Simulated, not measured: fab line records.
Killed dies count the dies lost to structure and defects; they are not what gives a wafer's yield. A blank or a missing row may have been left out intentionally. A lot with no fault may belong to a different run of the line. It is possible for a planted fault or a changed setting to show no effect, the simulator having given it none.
fab line records ; flow gf180mcu
record lots=5; wafers=27
route steps=602 shown M1@319 M2@366 V3@450 M4@458 MIM@508 V5@561
startH: the number of hours between the record's first day and the start of the first shown wafer of the lot ; waitH: time in hours since the lot's previous step ; " same as the row above ; L1.1+2: a row that stands for several wafers ; - no value present, or no start provided ; * or withheld: withheld ; < > ~ a bound
route shown NAME@n: names a module that has steps shown in the file, with the first one's number in the route ; usual: mean/standard deviation of fault-free wafers ; same: alike in all rows ; chamber/n: place in a boat ; sites: per-site readings ; _std_site: the values' standard deviation ; _edge_site: outer sites' mean less inner sites' ; radiusMm: how far each site lies from the wafer's centre ; mask NAME#n: copy n ; behind: the last tool/chamber to shape the wafer ; hold: why the lot was held/for how many hours/how that ended ; device: names the non-switching transistor (n, p or np) ; end of line: the tests these same wafers got at the end of their route ; where a step has no rows: the recipe by itself ; killed: the dies lost at the first sort to structure and to defects; this is not the yield of the wafer ; map: shows each die of a wafer: x if killed, . if not, _ if none is there
set.NAME: the setting as run; set.NAME@STEP: as run at that earlier step ; model.NAME: the simulator's own value behind a step, which no gauge read
lots run with intentionally changed settings; tables by step, rows by wafer
## steps
# step GF_M1_SPUTTER_04
# recipe material=TiN; targetThkNm=50; powerW=6500; timeS=41.7; chamberPressurePa=0.4
lot.wafer;tool;chamber;startH;waitH;set.timeS;model.TiN_of_M1_SPUTTER_04.thkNm
L074.1;pvdSputter-04;-;363.32;0.0;41.7;51.11
L074.2;pvdSputter-04;-;363.32;0.0;30.05;36.83
L074.3;pvdSputter-04;-;363.32;0.0;41.7;51.31
L074.4;pvdSputter-04;-;363.32;0.0;30.05;37.13
L074.5;pvdSputter-04;-;363.32;0.0;41.7;50.98
L074.6;pvdSputter-04;-;363.32;0.0;30.05;37.09
L076.1;pvdSputter-04;-;373.68;0.0;41.7;50.44
L076.2;pvdSputter-04;-;373.68;0.0;41.7;51.17
L076.4;pvdSputter-04;-;373.68;0.0;41.7;50.86
L080.1;pvdSputter-01;-;419.18;0.0;28.57;34.34
L080.2;pvdSputter-01;-;419.18;0.0;41.7;50.06
L080.3;pvdSputter-01;-;419.18;0.0;41.7;49.7
L080.4;pvdSputter-01;-;419.18;0.0;28.57;33.38
L080.5;pvdSputter-01;-;419.18;0.0;41.7;49.71
L080.6;pvdSputter-01;-;419.18;0.0;28.57;33.59
L083.1;pvdSputter-01;-;444.08;0.0;41.7;50.02
L083.2;pvdSputter-01;-;444.08;0.0;41.7;49.23
L083.3;pvdSputter-01;-;444.08;0.0;41.7;50.15
L083.4;pvdSputter-01;-;444.08;0.0;41.7;49.6
L083.5;pvdSputter-01;-;444.08;0.0;41.7;49.18
L083.6;pvdSputter-01;-;444.08;0.0;41.7;49.38
L085.1;pvdSputter-01;-;472.32;0.0;41.7;50.34
L085.2;pvdSputter-01;-;472.32;0.0;24.19;28.59
L085.3;pvdSputter-01;-;472.32;0.0;41.7;49.74
L085.4;pvdSputter-01;-;472.32;0.0;41.7;49.26
L085.5;pvdSputter-01;-;472.32;0.0;24.19;28.67
L085.6;pvdSputter-01;-;472.32;0.0;24.19;28.3
# step GF_M1_THK_MEAS_06
# recipe thkMeasGauge=xrf; reads=AlCu_of_M1_SPUTTER_02
# usual M1_ALCU_THK=443/5.1
lot.wafer;tool;chamber;startH;waitH;set.timeS@M1_SPUTTER_04;M1_ALCU_THK[nm]
L074.1;filmMetro-01;-;363.48;0.1;41.7;441
L074.2;filmMetro-01;-;363.48;0.1;30.05;459
L074.3;filmMetro-01;-;363.48;0.1;41.7;445
L074.4;filmMetro-01;-;363.48;0.1;30.05;455
L074.5;filmMetro-01;-;363.48;0.1;41.7;449
L074.6;filmMetro-01;-;363.48;0.1;30.05;453
L076.1;filmMetro-04;-;373.84;0.1;41.7;444
L076.2;filmMetro-04;-;373.84;0.1;41.7;439
L076.4;filmMetro-04;-;373.84;0.1;41.7;443
L080.1;filmMetro-04;-;419.34;0.1;28.57;447
L080.2;filmMetro-04;-;419.34;0.1;41.7;438
L080.3;filmMetro-04;-;419.34;0.1;41.7;440
L080.4;filmMetro-04;-;419.34;0.1;28.57;451
L080.5;filmMetro-04;-;419.34;0.1;41.7;434
L080.6;filmMetro-04;-;419.34;0.1;28.57;450
L083.1;filmMetro-02;-;444.24;0.1;41.7;441
L083.2;filmMetro-02;-;444.24;0.1;41.7;437
L083.3;filmMetro-02;-;444.24;0.1;41.7;433
L083.4;filmMetro-02;-;444.24;0.1;41.7;436
L083.5;filmMetro-02;-;444.24;0.1;41.7;434
L083.6;filmMetro-02;-;444.24;0.1;41.7;441
L085.1;filmMetro-02;-;472.48;0.1;41.7;443
L085.2;filmMetro-02;-;472.48;0.1;24.19;472
L085.3;filmMetro-02;-;472.48;0.1;41.7;440
L085.4;filmMetro-02;-;472.48;0.1;41.7;440
L085.5;filmMetro-02;-;472.48;0.1;24.19;466
L085.6;filmMetro-02;-;472.48;0.1;24.19;461
# step GF_M2_SPUTTER_04
# recipe material=TiN; targetThkNm=50; powerW=6500; timeS=41.7; chamberPressurePa=0.4
lot.wafer;tool;chamber;startH;waitH;set.timeS;model.TiN_of_M2_SPUTTER_04.thkNm
L074.1;pvdSputter-04;-;411.62;0.0;62.93;75.97
L074.2;pvdSputter-04;-;411.62;0.0;41.7;50.28
L074.3;pvdSputter-04;-;411.62;0.0;62.93;76.43
L074.4;pvdSputter-04;-;411.62;0.0;62.93;76.49
L074.5;pvdSputter-04;-;411.62;0.0;41.7;50.57
L074.6;pvdSputter-04;-;411.62;0.0;41.7;50.86
L076.1;pvdSputter-01;-;424.41;0.0;41.7;49.73
L076.2;pvdSputter-01;-;424.41;0.0;41.7;49.67
L076.4;pvdSputter-01;-;424.41;0.0;41.7;49.46
L080.1;pvdSputter-04;-;471.84;0.0;41.7;49.69
L080.2;pvdSputter-04;-;471.84;0.0;41.7;49.4
L080.3;pvdSputter-04;-;471.84;0.0;41.7;48.6
L080.4;pvdSputter-04;-;471.84;0.0;48.38;57.78
L080.5;pvdSputter-04;-;471.84;0.0;48.38;56.62
L080.6;pvdSputter-04;-;471.84;0.0;48.38;57.81
L083.1;pvdSputter-01;-;494.83;0.0;41.7;49.76
L083.2;pvdSputter-01;-;494.83;0.0;25.88;30.97
L083.3;pvdSputter-01;-;494.83;0.0;25.88;30.81
L083.4;pvdSputter-01;-;494.83;0.0;41.7;50.03
L083.5;pvdSputter-01;-;494.83;0.0;41.7;49.87
L083.6;pvdSputter-01;-;494.83;0.0;25.88;31.21
L085.1;pvdSputter-01;-;522.71;0.0;32.68;39.1
L085.2;pvdSputter-01;-;522.71;0.0;41.7;49.69
L085.3;pvdSputter-01;-;522.71;0.0;41.7;50.43
L085.4;pvdSputter-01;-;522.71;0.0;32.68;38.89
L085.5;pvdSputter-01;-;522.71;0.0;32.68;39.61
L085.6;pvdSputter-01;-;522.71;0.0;41.7;50.38
# step GF_M2_THK_MEAS_06
# recipe thkMeasGauge=xrf; reads=AlCu_of_M2_SPUTTER_02
# usual M2_ALCU_THK=444/4.6
lot.wafer;tool;chamber;startH;waitH;set.timeS@M2_SPUTTER_04;M2_ALCU_THK[nm]
L074.1;filmMetro-01;-;411.78;0.1;62.93;423
L074.2;filmMetro-01;-;411.78;0.1;41.7;443
L074.3;filmMetro-01;-;411.78;0.1;62.93;423
L074.4;filmMetro-01;-;411.78;0.1;62.93;429
L074.5;filmMetro-01;-;411.78;0.1;41.7;446
L074.6;filmMetro-01;-;411.78;0.1;41.7;443
L076.1;filmMetro-02;-;424.57;0.1;41.7;445
L076.2;filmMetro-02;-;424.57;0.1;41.7;446
L076.4;filmMetro-02;-;424.57;0.1;41.7;443
L080.1;filmMetro-01;-;472.00;0.1;41.7;445
L080.2;filmMetro-01;-;472.00;0.1;41.7;441
L080.3;filmMetro-01;-;472.00;0.1;41.7;443
L080.4;filmMetro-01;-;472.00;0.1;48.38;438
L080.5;filmMetro-01;-;472.00;0.1;48.38;437
L080.6;filmMetro-01;-;472.00;0.1;48.38;436
L083.1;filmMetro-01;-;494.99;0.1;41.7;438
L083.2;filmMetro-01;-;494.99;0.1;25.88;461
L083.3;filmMetro-01;-;494.99;0.1;25.88;461
L083.4;filmMetro-01;-;494.99;0.1;41.7;444
L083.5;filmMetro-01;-;494.99;0.1;41.7;442
L083.6;filmMetro-01;-;494.99;0.1;25.88;461
L085.1;filmMetro-03;-;522.87;0.1;32.68;458
L085.2;filmMetro-03;-;522.87;0.1;41.7;450
L085.3;filmMetro-03;-;522.87;0.1;41.7;451
L085.4;filmMetro-03;-;522.87;0.1;32.68;463
L085.5;filmMetro-03;-;522.87;0.1;32.68;462
L085.6;filmMetro-03;-;522.87;0.1;41.7;450
# step GF_V3_SPUTTER_21
# recipe material=Ti; targetThkNm=15; chamberPressurePa=5; powerW=2500; substrateTempC=200; timeS=80.02
lot.wafer;tool;chamber;startH;waitH;set.timeS;model.Ti_of_V3_SPUTTER_21.thkNm
L074.1;pvdSputter-02;-;513.12;0.0;80.02;14.6
L074.2;pvdSputter-02;-;513.12;0.0;80.02;14.64
L074.3;pvdSputter-02;-;513.12;0.0;80.02;14.79
L074.4;pvdSputter-02;-;513.12;0.0;80.02;14.63
L074.5;pvdSputter-02;-;513.12;0.0;80.02;14.69
L074.6;pvdSputter-02;-;513.12;0.0;80.02;14.66
L076.1;pvdSputter-03;-;525.80;0.0;80.02;15.26
L076.2+4;pvdSputter-03;-;525.80;0.0;80.02;15.34
L080.1;pvdSputter-02;-;570.58;0.0;80.02;14.99
L080.2;pvdSputter-02;-;570.58;0.0;115.5;21.51
L080.3;pvdSputter-02;-;570.58;0.0;115.5;21.68
L080.4;pvdSputter-02;-;570.58;0.0;80.02;14.94
L080.5;pvdSputter-02;-;570.58;0.0;80.02;14.93
L080.6;pvdSputter-02;-;570.58;0.0;115.5;21.73
L083.1;pvdSputter-02;-;591.50;0.0;117.4;22.01
L083.2;pvdSputter-02;-;591.50;0.0;117.4;21.98
L083.3+5+6;pvdSputter-02;-;591.50;0.0;80.02;15.06
L083.4;pvdSputter-02;-;591.50;0.0;117.4;22
L085.1;pvdSputter-04;-;615.46;0.0;80.02;14.79
L085.2;pvdSputter-04;-;615.46;0.0;80.02;14.9
L085.3;pvdSputter-04;-;615.46;0.0;124.9;23.42
L085.4;pvdSputter-04;-;615.46;0.0;124.9;23.02
L085.5;pvdSputter-04;-;615.46;0.0;124.9;23.26
L085.6;pvdSputter-04;-;615.46;0.0;80.02;14.98
# step GF_M4_SPUTTER_02
# recipe material=AlCu; targetThkNm=450; powerW=10600; timeS=23.9; chamberPressurePa=0.4
lot.wafer;tool;chamber;startH;waitH;set.timeS;model.AlCu_of_M4_SPUTTER_02.thkNm
L074.1;pvdSputter-01;-;513.96;0.0;29.59;555.2
L074.2;pvdSputter-01;-;513.96;0.0;29.59;554.4
L074.3;pvdSputter-01;-;513.96;0.0;23.9;447.3
L074.4;pvdSputter-01;-;513.96;0.0;23.9;451.6
L074.5;pvdSputter-01;-;513.96;0.0;23.9;447.6
L074.6;pvdSputter-01;-;513.96;0.0;29.59;558.8
L076.1;pvdSputter-04;-;526.62;0.0;23.9;452.2
L076.2;pvdSputter-04;-;526.62;0.0;23.9;453.8
L076.4;pvdSputter-04;-;526.62;0.0;23.9;455
L080.1;pvdSputter-02;-;571.40;0.0;23.9;455.8
L080.2;pvdSputter-02;-;571.40;0.0;23.9;458.7
L080.3;pvdSputter-02;-;571.40;0.0;33.83;636.1
L080.4;pvdSputter-02;-;571.40;0.0;33.83;640.1
L080.5;pvdSputter-02;-;571.40;0.0;33.83;631.5
L080.6;pvdSputter-02;-;571.40;0.0;23.9;458.6
L083.1;pvdSputter-01;-;592.33;0.0;23.9;448.6
L083.2;pvdSputter-01;-;592.33;0.0;23.9;451.2
L083.3;pvdSputter-01;-;592.33;0.0;23.9;449.5
L083.4;pvdSputter-01;-;592.33;0.0;23.9;449.6
L083.5;pvdSputter-01;-;592.33;0.0;23.9;451.6
L083.6;pvdSputter-01;-;592.33;0.0;23.9;448.1
L085.1;pvdSputter-04;-;616.28;0.0;23.9;452.1
L085.2;pvdSputter-04;-;616.28;0.0;23.9;454.5
L085.3+5;pvdSputter-04;-;616.28;0.0;12.47;234.5
L085.4;pvdSputter-04;-;616.28;0.0;23.9;453.1
L085.6;pvdSputter-04;-;616.28;0.0;12.47;235.3
# step GF_M4_SPUTTER_03
# recipe material=Ti; targetThkNm=10; substrateTempC=300; chamberPressurePa=0.3058; powerW=3000; timeS=6.7
# step GF_M4_SPUTTER_04
# recipe material=TiN; targetThkNm=50; powerW=6500; timeS=41.7; chamberPressurePa=0.4
# step GF_M4_RS_MEAS_05
# recipe thkMeasGauge=four-point-probe; reads=TiN_of_M4_SPUTTER_04+Ti_of_M4_SPUTTER_03+AlCu_of_M4_SPUTTER_02+TiN_of_M4_SPUTTER_01+Ti_of_M4_SPUTTER_00
# usual M4_ALCU_RS=0.0696/0.00075
lot.wafer;tool;chamber;startH;waitH;set.timeS@M4_SPUTTER_02;M4_ALCU_RS[ohm/sq]
L074.1;filmMetro-01;-;514.06;0.0;29.59;0.0564
L074.2;filmMetro-01;-;514.06;0.0;29.59;0.0564
L074.3;filmMetro-01;-;514.06;0.0;23.9;0.0699
L074.4;filmMetro-01;-;514.06;0.0;23.9;0.0693
L074.5;filmMetro-01;-;514.06;0.0;23.9;0.0699
L074.6;filmMetro-01;-;514.06;0.0;29.59;0.0559
L076.1;filmMetro-01;-;526.71;0.0;23.9;0.0692
L076.2;filmMetro-01;-;526.71;0.0;23.9;0.0690
L076.4;filmMetro-01;-;526.71;0.0;23.9;0.0689
L080.1;filmMetro-03;-;571.49;0.0;23.9;0.0685
L080.2;filmMetro-03;-;571.49;0.0;23.9;0.0680
L080.3;filmMetro-03;-;571.49;0.0;33.83;0.0490
L080.4;filmMetro-03;-;571.49;0.0;33.83;0.0487
L080.5;filmMetro-03;-;571.49;0.0;33.83;0.0494
L080.6;filmMetro-03;-;571.49;0.0;23.9;0.0681
L083.1;filmMetro-01;-;592.42;0.0;23.9;0.0699
L083.2;filmMetro-01;-;592.42;0.0;23.9;0.0696
L083.3;filmMetro-01;-;592.42;0.0;23.9;0.0697
L083.4;filmMetro-01;-;592.42;0.0;23.9;0.0696
L083.5;filmMetro-01;-;592.42;0.0;23.9;0.0693
L083.6;filmMetro-01;-;592.42;0.0;23.9;0.0699
L085.1;filmMetro-01;-;616.37;0.0;23.9;0.0692
L085.2;filmMetro-01;-;616.37;0.0;23.9;0.0688
L085.3;filmMetro-01;-;616.37;0.0;12.47;0.1349
L085.4;filmMetro-01;-;616.37;0.0;23.9;0.0691
L085.5;filmMetro-01;-;616.37;0.0;12.47;0.1353
L085.6;filmMetro-01;-;616.37;0.0;12.47;0.1349
# step GF_M4_THK_MEAS_06
# recipe thkMeasGauge=xrf; reads=AlCu_of_M4_SPUTTER_02
# usual M4_ALCU_THK=440/5.4
lot.wafer;tool;chamber;startH;waitH;set.timeS@M4_SPUTTER_02;M4_ALCU_THK[nm]
L074.1;filmMetro-01;-;514.18;0.1;29.59;544
L074.2;filmMetro-01;-;514.18;0.1;29.59;546
L074.3;filmMetro-01;-;514.18;0.1;23.9;440
L074.4;filmMetro-01;-;514.18;0.1;23.9;444
L074.5;filmMetro-01;-;514.18;0.1;23.9;437
L074.6;filmMetro-01;-;514.18;0.1;29.59;550
L076.1;filmMetro-01;-;526.83;0.1;23.9;443
L076.2;filmMetro-01;-;526.83;0.1;23.9;446
L076.4;filmMetro-01;-;526.83;0.1;23.9;449
L080.1;filmMetro-03;-;571.61;0.1;23.9;446
L080.2;filmMetro-03;-;571.61;0.1;23.9;450
L080.3;filmMetro-03;-;571.61;0.1;33.83;625
L080.4;filmMetro-03;-;571.61;0.1;33.83;626
L080.5;filmMetro-03;-;571.61;0.1;33.83;620
L080.6;filmMetro-03;-;571.61;0.1;23.9;448
L083.1;filmMetro-01;-;592.54;0.1;23.9;438
L083.2;filmMetro-01;-;592.54;0.1;23.9;442
L083.3;filmMetro-01;-;592.54;0.1;23.9;439
L083.4;filmMetro-01;-;592.54;0.1;23.9;442
L083.5;filmMetro-01;-;592.54;0.1;23.9;443
L083.6;filmMetro-01;-;592.54;0.1;23.9;438
L085.1;filmMetro-01;-;616.49;0.1;23.9;442
L085.2;filmMetro-01;-;616.49;0.1;23.9;442
L085.3;filmMetro-01;-;616.49;0.1;12.47;229
L085.4;filmMetro-01;-;616.49;0.1;23.9;442
L085.5;filmMetro-01;-;616.49;0.1;12.47;229
L085.6;filmMetro-01;-;616.49;0.1;12.47;230
# step GF_M4_DEHYDRATE_07
# recipe tempC=200; timeS=60
# step GF_M4_HMDS_08
# recipe primeTimeS=60; primeTempC=120
# step GF_M4_METAL_ETCH_16
# recipe chemistry=Cl2/BCl3; maskMaterial=KrF; targetDepthNm=627.5; stopOn=SiO2; pressureMtorr=8; icpW=800; biasW=140; Cl2_flow_sccm=80; bcl3FlowSccm=40; timeS=104.6
# usual oesProductAu=0.971/0.0065
lot.wafer;tool;chamber;startH;waitH;set.timeS@M4_SPUTTER_02;oesProductAu
L074.1;rieMetal-01;0;537.27;0.0;29.59;0.982
L074.2;rieMetal-01;0;537.27;0.0;29.59;0.981
L074.3;rieMetal-01;0;537.27;0.0;23.9;0.965
L074.4;rieMetal-01;0;537.27;0.0;23.9;0.973
L074.5;rieMetal-01;0;537.27;0.0;23.9;0.967
L074.6;rieMetal-01;0;537.27;0.0;29.59;0.988
L076.1;rieMetal-03;0;549.19;0.0;23.9;0.976
L076.2;rieMetal-03;1;549.19;0.0;23.9;0.971
L076.4;rieMetal-03;1;549.19;0.0;23.9;0.974
L080.1;rieMetal-02;1;592.96;0.0;23.9;0.982
L080.2;rieMetal-02;0;592.96;0.0;23.9;0.981
L080.3;rieMetal-02;1;592.96;0.0;33.83;0.995
L080.4;rieMetal-02;0;592.96;0.0;33.83;0.988
L080.5;rieMetal-02;0;592.96;0.0;33.83;0.982
L080.6;rieMetal-02;1;592.96;0.0;23.9;0.994
L083.1;rieMetal-03;1;612.99;0.0;23.9;0.969
L083.2;rieMetal-03;0;612.99;0.0;23.9;0.977
L083.3;rieMetal-03;0;612.99;0.0;23.9;0.977
L083.4;rieMetal-03;1;612.99;0.0;23.9;0.972
L083.5;rieMetal-03;1;612.99;0.0;23.9;0.970
L083.6;rieMetal-03;0;612.99;0.0;23.9;0.971
L085.1;rieMetal-03;1;637.29;0.0;23.9;0.974
L085.2;rieMetal-03;0;637.29;0.0;23.9;0.983
L085.3;rieMetal-03;0;637.29;0.0;12.47;0.765
L085.4;rieMetal-03;1;637.29;0.0;23.9;0.975
L085.5;rieMetal-03;0;637.29;0.0;12.47;0.767
L085.6;rieMetal-03;1;637.29;0.0;12.47;0.761
# step GF_MIM_CVD_05
# recipe material=Si3N4; targetThkNm=42; tempMaxC=400; tempC=385; timeS=29.086; rfW=450
lot.wafer;tool;chamber;startH;waitH;set.timeS;model.Si3N4_of_MIM_CVD_05.thkNm
L074.1;pecvd-01;1;563.32;0.0;46.16;65.94
L074.2;pecvd-01;2;563.32;0.0;46.16;65.82
L074.3;pecvd-01;0;563.32;0.0;29.086;41.63
L074.4;pecvd-01;1;563.32;0.0;46.16;66.57
L074.5;pecvd-01;0;563.32;0.0;29.086;41.59
L074.6;pecvd-01;2;563.32;0.0;29.086;42.14
L076.1;pecvd-03;0;575.05;0.0;29.086;41.85
L076.2;pecvd-03;2;575.05;0.0;29.086;41.73
L076.4;pecvd-03;2;575.05;0.0;29.086;43.13
L080.1;pecvd-01;1;617.06;0.0;29.086;41.49
L080.2;pecvd-01;0;617.06;0.0;29.086;41.46
L080.3;pecvd-01;2;617.06;0.0;39.15;56.1
L080.4;pecvd-01;0;617.06;0.0;39.15;56.58
L080.5;pecvd-01;1;617.06;0.0;29.086;42.63
L080.6;pecvd-01;2;617.06;0.0;39.15;56.76
L083.1;pecvd-01;0;636.27;0.0;29.086;41.5
L083.2;pecvd-01;2;636.27;0.0;41.59;58.75
L083.3;pecvd-01;1;636.27;0.0;41.59;59.38
L083.4;pecvd-01;2;636.27;0.0;41.59;60.2
L083.5;pecvd-01;0;636.27;0.0;29.086;41.55
L083.6;pecvd-01;1;636.27;0.0;29.086;41.72
L085.1;pecvd-01;1;660.25;0.0;29.086;41.83
L085.2;pecvd-01;2;660.25;0.0;29.086;42.23
L085.3;pecvd-01;0;660.25;0.0;29.086;42.09
L085.4;pecvd-01;1;660.25;0.0;29.086;43.08
L085.5;pecvd-01;0;660.25;0.0;29.086;42.22
L085.6;pecvd-01;2;660.25;0.0;29.086;42.38
# step GF_MIM_THK_MEAS_06
# recipe reads=Si3N4_of_MIM_CVD_05
# usual MIM_CVD_05_THK=41.9/0.53
lot.wafer;tool;chamber;startH;waitH;set.timeS@MIM_CVD_05;MIM_CVD_05_THK[nm]
L074.1;filmMetro-02;-;563.35;0.0;46.16;65.9
L074.2;filmMetro-02;-;563.35;0.0;46.16;65.8
L074.3;filmMetro-02;-;563.35;0.0;29.086;41.6
L074.4;filmMetro-02;-;563.35;0.0;46.16;66.6
L074.5;filmMetro-02;-;563.35;0.0;29.086;41.6
L074.6;filmMetro-02;-;563.35;0.0;29.086;42.1
L076.1;filmMetro-01;-;575.08;0.0;29.086;41.8
L076.2;filmMetro-01;-;575.08;0.0;29.086;41.7
L076.4;filmMetro-01;-;575.08;0.0;29.086;43.1
L080.1;filmMetro-01;-;617.10;0.0;29.086;41.5
L080.2;filmMetro-01;-;617.10;0.0;29.086;41.5
L080.3;filmMetro-01;-;617.10;0.0;39.15;56.1
L080.4;filmMetro-01;-;617.10;0.0;39.15;56.6
L080.5;filmMetro-01;-;617.10;0.0;29.086;42.6
L080.6;filmMetro-01;-;617.10;0.0;39.15;56.8
L083.1;filmMetro-02;-;636.30;0.0;29.086;41.5
L083.2;filmMetro-02;-;636.30;0.0;41.59;58.8
L083.3;filmMetro-02;-;636.30;0.0;41.59;59.3
L083.4;filmMetro-02;-;636.30;0.0;41.59;60.2
L083.5;filmMetro-02;-;636.30;0.0;29.086;41.6
L083.6;filmMetro-02;-;636.30;0.0;29.086;41.7
L085.1;filmMetro-01;-;660.28;0.0;29.086;41.8
L085.2;filmMetro-01;-;660.28;0.0;29.086;42.2
L085.3;filmMetro-01;-;660.28;0.0;29.086;42.1
L085.4;filmMetro-01;-;660.28;0.0;29.086;43.1
L085.5;filmMetro-01;-;660.28;0.0;29.086;42.2
L085.6;filmMetro-01;-;660.28;0.0;29.086;42.4
# step GF_V5_SPUTTER_21
# recipe material=Ti; targetThkNm=15; chamberPressurePa=5; powerW=2500; substrateTempC=200; timeS=80.02
lot.wafer;tool;chamber;startH;waitH;set.timeS;model.Ti_of_V5_SPUTTER_21.thkNm
L074.1;pvdSputter-03;-;629.78;0.0;80.02;14.84
L074.2;pvdSputter-03;-;629.78;0.0;80.02;14.66
L074.3+5;pvdSputter-03;-;629.78;0.0;80.02;14.92
L074.4;pvdSputter-03;-;629.78;0.0;80.02;14.82
L074.6;pvdSputter-03;-;629.78;0.0;80.02;14.78
L076.1;pvdSputter-04;-;640.15;0.0;80.02;14.83
L076.2;pvdSputter-04;-;640.15;0.0;80.02;14.69
L076.4;pvdSputter-04;-;640.15;0.0;80.02;14.87
L080.1;pvdSputter-03;-;679.64;0.0;80.02;14.95
L080.2;pvdSputter-03;-;679.64;0.0;52.79;9.71
L080.3;pvdSputter-03;-;679.64;0.0;80.02;14.91
L080.4;pvdSputter-03;-;679.64;0.0;80.02;14.88
L080.5;pvdSputter-03;-;679.64;0.0;52.79;9.667
L080.6;pvdSputter-03;-;679.64;0.0;52.79;9.894
L083.1;pvdSputter-04;-;695.90;0.0;80.02;15.16
L083.2;pvdSputter-04;-;695.90;0.0;80.02;15.3
L083.3;pvdSputter-04;-;695.90;0.0;80.02;15.42
L083.4;pvdSputter-04;-;695.90;0.0;80.02;15.11
L083.5+6;pvdSputter-04;-;695.90;0.0;80.02;15.26
L085.1;pvdSputter-04;-;718.54;0.0;80.02;14.85
L085.2;pvdSputter-04;-;718.54;0.0;127.1;23.9
L085.3;pvdSputter-04;-;718.54;0.0;127.1;23.63
L085.4;pvdSputter-04;-;718.54;0.0;127.1;23.78
L085.5;pvdSputter-04;-;718.54;0.0;80.02;15.12
L085.6;pvdSputter-04;-;718.54;0.0;80.02;14.81
## key
split step=GF_M1_SPUTTER_04; setting=timeS; stated=41.7; by=wafer
response step=GF_M1_SPUTTER_04; reading=model.TiN_of_M1_SPUTTER_04.thkNm; change=+0.507; per=1%; r=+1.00
response step=GF_M1_THK_MEAS_06; reading=M1_ALCU_THK; change=-0.484; per=1%; r=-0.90
split step=GF_M2_SPUTTER_04; setting=timeS; stated=41.7; by=wafer
response step=GF_M2_SPUTTER_04; reading=model.TiN_of_M2_SPUTTER_04.thkNm; change=+0.504; per=1%; r=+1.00
response step=GF_M2_THK_MEAS_06; reading=M2_ALCU_THK; change=-0.432; per=1%; r=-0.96
split step=GF_V3_SPUTTER_21; setting=timeS; stated=80.02; by=wafer
response step=GF_V3_SPUTTER_21; reading=model.Ti_of_V3_SPUTTER_21.thkNm; change=+0.149; per=1%; r=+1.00
split step=GF_M4_SPUTTER_02; setting=timeS; stated=23.9; by=wafer
response step=GF_M4_SPUTTER_02; reading=model.AlCu_of_M4_SPUTTER_02.thkNm; change=+4.46; per=1%; r=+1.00
response step=GF_M4_RS_MEAS_05; reading=M4_ALCU_RS; change=-0.000933; per=1%; r=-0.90
response step=GF_M4_THK_MEAS_06; reading=M4_ALCU_THK; change=+4.37; per=1%; r=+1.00
response step=GF_M4_METAL_ETCH_16; reading=oesProductAu; shape=bent; atLowest=0.764; atStated=0.975; atHighest=0.989
split step=GF_MIM_CVD_05; setting=timeS; stated=29.086; by=wafer
response step=GF_MIM_CVD_05; reading=model.Si3N4_of_MIM_CVD_05.thkNm; change=+0.416; per=1%; r=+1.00
response step=GF_MIM_THK_MEAS_06; reading=MIM_CVD_05_THK; change=+0.416; per=1%; r=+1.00
split step=GF_V5_SPUTTER_21; setting=timeS; stated=80.02; by=wafer
response step=GF_V5_SPUTTER_21; reading=model.Ti_of_V5_SPUTTER_21.thkNm; change=+0.151; per=1%; r=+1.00
